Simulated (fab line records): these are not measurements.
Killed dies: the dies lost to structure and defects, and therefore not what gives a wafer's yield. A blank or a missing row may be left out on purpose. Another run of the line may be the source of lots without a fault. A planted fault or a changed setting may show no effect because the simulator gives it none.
fab line records	flow sfq-line
record lots=16	wafers=48	last-day=85
route steps=325 shown L0@14 M1@65 I1@84 JJ@192
lots that met no fault: taken from a fault-free run of the same line
start-h: hours from the record's first day to the start of the lot's first wafer shown	wait-h: how many hours have passed since the lot's step before this one	" identical to the entry in the row above	L1.1+2: several wafers, shown together as one row	- no value, or no start given	* or withheld: withheld	< > ~ a bound
route shown NAME@n: names a module that has steps shown in the file, with the first one's number in the route	usual: mean/standard deviation taken from wafers without a fault	same: alike in all rows	chamber/n: place in a boat	sites: the reading at each site	_std_site: standard deviation across them	_edge_site: the outer-site mean with the inner-site mean subtracted	radius-mm: how far each site lies from the wafer's centre	mask NAME#n: copy n	behind: the most recent tool/chamber to have shaped the wafer	hold: what put the lot on hold/how long, in hours/how the hold closed	device: whichever transistor did not switch (one of n, p or np)	end of line: tests run on the same wafers once the route is complete	a step without rows: its recipe alone	killed: at the first sort, the dies lost to defects and structure; wafer yield is something else	map: the dies of a wafer, with x for killed, . for not killed, _ for no die there
set.NAME: the setting that was run; set.NAME@STEP: the one run at that earlier step	model.NAME: the simulator's own value behind a step, which no gauge read
steps of the route over a sample of lots; a table a step, a row a wafer
services: a tool's chamber out of use, with start hour (start-h, from the record's first day; less than 0 if before it), hours out, and reason
## steps
# step SFQ_TRILAYER_L0_STRIP_STRIP_009
# recipe gas=O2	power-w=200	platen-temp-c=40	overash-fraction=0.65	chemistry=O2	pressure-mtorr=51.68
# usual drypump-motor-current-A=5.7/0.49	oes-product-au=0.993/0.0075
# same overash-fraction=0.65
lot.wafer	tool	chamber	start-h	wait-h	drypump-motor-current-A	oes-product-au	rf-hours-counter-h
L292.1	rie-metal-03	0	77.08	0.0	5.1	0.993	27
L292.2	"	1	"	"	6.0	0.988	200
L292.6	"	0	"	"	5.2	0.990	-
L293.2	rie-metal-02	1	83.08	0.0	5.4	0.990	131
L293.3	"	0	"	"	6.7	0.993	-
L293.4	"	1	"	"	5.5	0.983	-
L294.3	rie-metal-04	0	89.28	0.2	5.8	0.995	-
L294.5	"	0	"	"	5.8	0.998	-
L294.6	"	1	"	"	5.5	0.998	-
L295.2	rie-metal-04	0	95.83	0.0	5.8	1.003	111
L295.3	"	0	"	"	5.8	1.001	-
L295.5	"	1	"	"	5.5	0.992	-
L297.4	rie-metal-02	0	114.03	0.2	6.7	0.993	-
L297.5	"	1	"	"	5.5	0.999	-
L297.6	"	0	"	"	6.7	0.987	-
L299.1	rie-metal-04	0	123.51	0.0	5.8	0.995	117
L299.2	"	1	"	"	5.5	0.994	85
L299.5	"	1	"	"	5.5	0.996	-
L300.1	rie-metal-04	0	127.03	0.0	5.8	0.991	118
L300.3	"	1	"	"	5.5	0.992	-
L300.4	"	0	"	"	5.8	0.989	-
L301.2	rie-metal-03	0	132.14	0.3	5.2	0.989	-
L301.4	"	0	"	"	5.2	0.990	-
L301.6	"	0	"	"	5.2	0.979	-
L303.3	rie-metal-04	1	142.83	0.2	5.4	1.006	-
L303.5	"	1	"	"	5.5	0.996	-
L303.6	"	0	"	"	5.8	0.999	-
L304.1	rie-metal-03	1	146.23	0.0	6.0	0.997	0
L304.4	"	0	"	"	5.1	0.996	-
L304.6	"	0	"	"	5.2	0.989	-
L305.1	rie-metal-02	1	151.03	0.0	5.4	0.997	143
L305.2	"	0	"	"	6.7	0.993	161
L305.6	"	1	"	"	5.4	1.010	-
L306.2	rie-metal-03	1	154.63	0.0	5.9	0.990	2
L306.5	"	1	"	"	6.0	0.987	-
L306.6	"	0	"	"	5.1	0.987	-
L307.1	rie-metal-03	1	160.63	0.0	6.0	0.994	3
L307.4	"	0	"	"	5.1	0.989	-
L307.6	"	0	"	"	5.2	0.994	-
L308.3	rie-metal-03	1	169.23	0.2	6.0	0.995	-
L308.4	"	0	"	"	5.2	0.996	-
L308.6	"	1	"	"	5.9	0.989	-
L313.1	rie-metal-02	0	195.86	0.0	6.7	1.003	168
L313.2	"	1	"	"	5.4	0.990	150
L313.3	"	0	"	"	6.6	0.990	-
L315.1	rie-metal-03	1	205.43	0.0	6.0	0.991	10
L315.5	"	0	"	"	5.2	0.990	-
L315.6	"	1	"	"	6.0	0.998	-
# step SFQ_TRILAYER_M1_LITHO_EXPOSE_040
# recipe mask-id=M1	na=0.6	source-shape=conventional	sigma-outer=0.65	target-cd-nm=500	dose-mj=14.4
lot.wafer	tool	chamber	start-h	wait-h	mask
L292.1+2+6	krf-scanner-02	0	506.60	-	M1#0
L293.2+3+4	krf-scanner-01	0	518.48	-	M1#0
L294.3+5+6	krf-scanner-01	0	530.78	-	M1#0
L295.2+3+5	krf-scanner-01	0	546.18	-	M1#0
L297.4+5+6	krf-scanner-01	0	578.66	-	M1#0
L299.1+2+5	krf-scanner-01	0	594.86	-	M1#0
L300.1+3+4	krf-scanner-02	0	604.59	-	M1#0
L301.2+4+6	krf-scanner-02	0	622.79	-	M1#0
L303.3+5+6	krf-scanner-02	0	652.99	-	M1#0
L304.1+4+6	krf-scanner-02	0	657.39	-	M1#0
L305.1+2+6	krf-scanner-02	0	658.59	-	M1#0
L306.2+5+6	krf-scanner-02	0	659.99	-	M1#0
L307.1+4+6	krf-scanner-02	0	660.99	-	M1#0
L308.3+4+6	krf-scanner-01	0	666.31	-	M1#0
L313.1+2+3	krf-scanner-01	0	675.51	-	M1#0
L315.1+5+6	krf-scanner-01	0	679.11	-	M1#0
# step SFQ_M1_OVL_MEAS_911
# usual M1_OVL=-2/5.2
lot.wafer	tool	chamber	start-h	wait-h	hold	M1_OVL[nm]
L292.1	overlay-02	-	508.10	0.1	-	2
L292.2	"	-	"	"	-	3
L292.6	"	-	"	"	-	2
L293.2	overlay-02	-	519.78	0.1	-	-8
L293.3	"	-	"	"	-	-7
L293.4	"	-	"	"	-	0
L294.3	overlay-01	-	531.89	0.1	-	-2
L294.5	"	-	"	"	-	3
L294.6	"	-	"	"	-	-3
L295.2	overlay-02	-	547.48	0.1	-	4
L295.3	"	-	"	"	-	-3
L295.5	"	-	"	"	-	0
L297.4	overlay-02	-	579.58	0.1	-	2
L297.5	"	-	"	"	-	-1
L297.6	"	-	"	"	-	1
L299.1	overlay-01	-	596.36	0.1	-	-8
L299.2	"	-	"	"	-	-7
L299.5	"	-	"	"	-	-2
L300.1	overlay-01	-	606.33	0.1	-	6
L300.3	"	-	"	"	-	2
L300.4	"	-	"	"	-	9
L301.2	overlay-01	-	624.09	0.1	-	-10
L301.4	"	-	"	"	-	-8
L301.6	"	-	"	"	-	-12
L303.3	overlay-01	-	654.10	0.1	-	5
L303.5	"	-	"	"	-	1
L303.6	"	-	"	"	-	5
L304.1	overlay-01	-	658.89	0.1	await-dispo/0.2h/release	41
L304.4	"	-	"	"	await-dispo/0.2h/release	41
L304.6	"	-	"	"	await-dispo/0.2h/release	39
L304.1	overlay-01	-	659.09	0.2	-	46
L304.4	"	-	"	"	-	46
L304.6	"	-	"	"	-	45
L305.1	overlay-02	-	660.09	0.1	await-dispo/0.2h/release	38
L305.2	"	-	"	"	await-dispo/0.2h/release	39
L305.6	"	-	"	"	await-dispo/0.2h/release	38
L305.1	overlay-02	-	660.29	0.2	-	47
L305.2	"	-	"	"	-	40
L305.6	"	-	"	"	-	38
L306.2	overlay-01	-	661.29	0.1	await-dispo/0.2h/release	52
L306.5	"	-	"	"	await-dispo/0.2h/release	45
L306.6	"	-	"	"	await-dispo/0.2h/release	49
L306.2	overlay-01	-	662.54	1.2	-	62
L306.5	"	-	"	"	-	45
L306.6	"	-	"	"	-	59
L307.1	overlay-02	-	662.49	0.1	await-dispo/0.2h/release	50
L307.4	"	-	"	"	await-dispo/0.2h/release	43
L307.6	"	-	"	"	await-dispo/0.2h/release	45
L307.1	overlay-02	-	662.69	0.2	-	50
L307.4	"	-	"	"	-	54
L307.6	"	-	"	"	-	56
L308.3	overlay-01	-	667.42	0.1	-	-1
L308.4	"	-	"	"	-	-9
L308.6	"	-	"	"	-	1
L313.1	overlay-02	-	677.01	0.1	-	-2
L313.2	"	-	"	"	-	-3
L313.3	"	-	"	"	-	-1
L315.1	overlay-02	-	680.61	0.1	-	4
L315.5	"	-	"	"	-	-5
L315.6	"	-	"	"	-	1
# step SFQ_TRILAYER_I1_VIA_BARC_OPEN_VIA_ETCH_071
# recipe mask-material=PR	chemistry=O2	target-depth-nm=125	target=BARC	source-w=518.1	bias-w=80	pressure-mtorr=30	time-s=41.7
# usual drypump-motor-current-A=5.6/0.33	oes-product-au=0.685/0.0048
lot.wafer	tool	chamber	start-h	wait-h	drypump-motor-current-A	oes-product-au	rf-hours-counter-h
L292.1	rie-diel-03	2	539.56	0.0	5.7	0.687	47
L292.2	"	0	"	"	5.8	0.678	4
L292.6	"	1	"	"	6.0	0.681	-
L293.2	rie-diel-02	0	540.76	0.0	6.1	0.691	7
L293.3	"	2	"	"	5.6	0.686	64
L293.4	"	3	"	"	5.9	0.674	4
L294.3	rie-diel-01	0	543.16	0.0	5.8	0.691	76
L294.5	"	0	"	"	5.8	0.696	-
L294.6	"	3	"	"	5.2	0.682	-
L295.2	rie-diel-03	3	556.78	0.0	5.9	0.689	39
L295.3	"	1	"	"	6.0	0.691	66
L295.5	"	0	"	"	5.8	0.687	-
L297.4	rie-diel-01	3	600.77	0.0	5.1	0.685	-
L297.5	"	2	"	"	5.1	0.690	-
L297.6	"	0	"	"	5.8	0.689	-
L299.1	rie-diel-03	0	604.04	0.0	5.8	0.689	5
L299.2	"	3	"	"	5.9	0.675	39
L299.5	"	1	"	"	6.0	0.679	-
L300.1	rie-diel-03	1	614.37	0.0	6.0	0.677	67
L300.3	"	2	"	"	5.7	0.681	48
L300.4	"	3	"	"	5.9	0.681	39
L301.2	rie-diel-03	3	632.55	0.0	5.9	0.685	39
L301.4	"	0	"	"	5.8	0.688	5
L301.6	"	0	"	"	5.8	0.683	-
L303.3	rie-diel-01	1	661.77	0.0	5.1	0.687	1
L303.5	"	1	"	"	5.1	0.693	-
L303.6	"	2	"	"	5.1	0.686	-
L304.1	rie-diel-02	3	671.07	0.0	5.9	0.675	5
L304.4	"	1	"	"	5.6	0.686	43
L304.6	"	1	"	"	5.7	0.681	-
L305.1	rie-diel-01	3	672.05	0.0	5.2	0.695	58
L305.2	"	0	"	"	5.7	0.685	0
L305.6	"	2	"	"	5.1	0.682	-
L307.1	rie-diel-02	0	674.45	0.0	6.1	0.681	8
L307.4	"	1	"	"	5.7	0.690	43
L307.6	"	1	"	"	5.7	0.679	-
L308.3	rie-diel-01	1	675.65	0.0	5.0	0.683	2
L308.4	"	2	"	"	5.1	0.687	58
L308.6	"	3	"	"	5.2	0.686	-
L306.2	rie-diel-03	0	677.10	0.0	5.8	0.684	5
L306.5	"	2	"	"	5.7	0.687	-
L306.6	"	0	"	"	5.8	0.681	-
L313.1	rie-diel-01	1	685.89	0.0	5.1	0.681	2
L313.2	"	2	"	"	5.1	0.688	58
L313.3	"	0	"	"	5.8	0.682	1
L315.1	rie-diel-01	3	848.00	0.0	5.1	0.687	1
L315.5	"	2	"	"	5.1	0.694	-
L315.6	"	3	"	"	5.1	0.687	-
# step SFQ_TRILAYER_JJ_CE_METRO_MEASURE_117
# usual cd-nm=700.3/1.5
lot.wafer	tool	chamber	start-h	wait-h	cd-nm
L292.1	cd-sem-01	-	1195.05	0.0	702.9
L292.2	"	-	"	"	702.1
L292.6	"	-	"	"	702.6
L293.2	cd-sem-02	-	1196.45	0.2	702.7
L293.3	"	-	"	"	700.6
L293.4	"	-	"	"	702.3
L294.3	cd-sem-01	-	1200.25	0.4	698.6
L294.5	"	-	"	"	697.9
L294.6	"	-	"	"	697.9
L295.2	cd-sem-02	-	1201.25	0.2	702.3
L295.3	"	-	"	"	701.8
L295.5	"	-	"	"	701.9
L297.4	cd-sem-02	-	1250.88	0.6	698.6
L297.5	"	-	"	"	698.1
L297.6	"	-	"	"	698.9
L299.1	cd-sem-02	-	1252.68	0.0	698.8
L299.2	"	-	"	"	698.8
L299.5	"	-	"	"	699.2
L300.1	cd-sem-01	-	1255.08	0.0	699.9
L300.3	"	-	"	"	699.6
L300.4	"	-	"	"	700.0
L301.2	cd-sem-02	-	1261.07	0.2	699.2
L301.4	"	-	"	"	698.1
L301.6	"	-	"	"	699.8
L303.3	cd-sem-02	-	1284.01	0.4	699.1
L303.5	"	-	"	"	698.3
L303.6	"	-	"	"	699.3
L304.1	cd-sem-01	-	1284.81	0.0	700.8
L304.4	"	-	"	"	699.9
L304.6	"	-	"	"	701.5
L305.1	cd-sem-02	-	1287.21	0.0	700.1
L305.2	"	-	"	"	701.3
L305.6	"	-	"	"	699.7
L306.2	cd-sem-01	-	1292.21	0.2	700.0
L306.5	"	-	"	"	698.5
L306.6	"	-	"	"	699.2
L307.1	cd-sem-02	-	1294.41	0.0	697.8
L307.4	"	-	"	"	698.4
L307.6	"	-	"	"	696.6
L308.3	cd-sem-01	-	1296.41	0.4	700.0
L308.4	"	-	"	"	700.8
L308.6	"	-	"	"	702.1
L313.1	cd-sem-01	-	1331.53	0.0	701.2
L313.2	"	-	"	"	702.1
L313.3	"	-	"	"	701.4
L315.1	cd-sem-01	-	1336.33	0.0	698.8
L315.5	"	-	"	"	698.8
L315.6	"	-	"	"	700.3
## services
tool	chamber	start-h	hours	kind
cd-sem-01	-	71.90	1.6	pm
krf-scanner-01	-	89.87	0.8	pm
cd-sem-02	-	119.84	0.6	pm
cd-sem-01	-	122.46	0.8	pm
cd-sem-01	-	133.23	0.9	pm
krf-scanner-02	-	149.37	0.4	repair
krf-scanner-02	-	158.32	1.0	pm
krf-scanner-01	-	168.62	1.3	pm
krf-scanner-02	-	172.52	1.3	pm
krf-scanner-01	-	177.12	1.0	pm
cd-sem-02	-	186.51	2.1	pm
krf-scanner-01	-	191.32	3.6	pm
cd-sem-01	-	207.91	1.5	pm
krf-scanner-02	-	209.20	0.6	repair
krf-scanner-02	-	221.82	0.8	pm
cd-sem-02	-	227.58	3.0	pm
cd-sem-02	-	231.05	1.2	pm
cd-sem-02	-	238.48	2.6	pm
cd-sem-01	-	255.90	0.3	pm
krf-scanner-01	-	259.72	0.8	pm
cd-sem-02	-	303.84	0.9	pm
cd-sem-01	-	306.46	0.6	pm
krf-scanner-02	-	315.05	3.6	pm
krf-scanner-02	-	327.00	1.0	pm
## key
first-sign step=SFQ_M1_OVL_MEAS_911	reading=visit	direction=added
effect step=SFQ_M1_OVL_MEAS_911	reading=M1_OVL	direction=up	sigmas=8.6	usual=-2	struck=43
met-at SFQ_TRILAYER_M1_LITHO_EXPOSE_040
struck-lots L304,L305,L306,L307
not-acting-at SFQ_TRILAYER_L0_STRIP_STRIP_009,SFQ_TRILAYER_I1_VIA_BARC_OPEN_VIA_ETCH_071,SFQ_TRILAYER_JJ_CE_METRO_MEASURE_117
fault kind=scanner-matching-overlay	tool=krf-scanner-02	chamber=-	onset-h=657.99	steps=SFQ_TRILAYER_M1_LITHO_EXPOSE_040	offset=46.42
